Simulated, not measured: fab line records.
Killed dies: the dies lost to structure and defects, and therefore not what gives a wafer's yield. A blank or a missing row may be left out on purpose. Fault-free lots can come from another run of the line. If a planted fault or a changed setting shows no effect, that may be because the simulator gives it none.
Chamber matching ; flow gf180mcu ; 4 sister chambers for GF_V3_CMP_26 on cmp-01
The step polishes, stops on SiO2, t overpolish 15 s, target thk 0 nm. 8 wafers are shown with their chamber, then 7 later ones without.

## WAFERS, EACH WITH ITS CHAMBER
wafer;chamber;motorCurrentA (A);timeToEndpointS (s)
L571.4;2;12.0;87.0
L572.5;0;11.0;90.4
L572.6;3;9.8;88.9
L577.2;3;9.4;87.0
L577.4;1;11.1;88.4
L577.5;2;12.6;85.6
L583.1;0;10.9;88.2
L583.3;1;10.7;89.7

## WAFERS WITH NO CHAMBER GIVEN
wafer;motorCurrentA (A);timeToEndpointS (s)
L583.6;9.5;88.2
L590.4;11.0;85.4
L590.5;10.6;88.5
L590.6;10.7;84.0
L591.1;11.0;90.0
L591.3;11.7;83.5
L591.5;9.6;83.7

## WHICH CHAMBER EACH WENT THROUGH
wafer;from the rows above;in truth
L583.6;3;3
L590.4;can't be placed: 1 or 0 or 2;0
L590.5;can't be placed: 1 or 0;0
L590.6;can't be placed: 1 or 0 or 3 or 2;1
L591.1;can't be placed: 0 or 1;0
L591.3;2;2
L591.5;3;3
3 of 7 placed correctly. These rows do not allow placing 4 (true chamber among the candidates in 4). 0 placed wrongly.
How it was worked out, from the rows above alone: a wafer's distance from a chamber is the root of the sum, over the readings, of the square of ((its reading less the chamber's mean) divided by the reading's scatter). The wafer belongs to the nearest chamber; if the next one is less than 2 further off, it can't be placed. For every chamber, the mean is computed from those of its wafers that are shown. How the scatter is found: for the shown wafers, subtract from each reading the mean of its chamber, square and add these, divide the total by (wafers less chambers), then take the root.
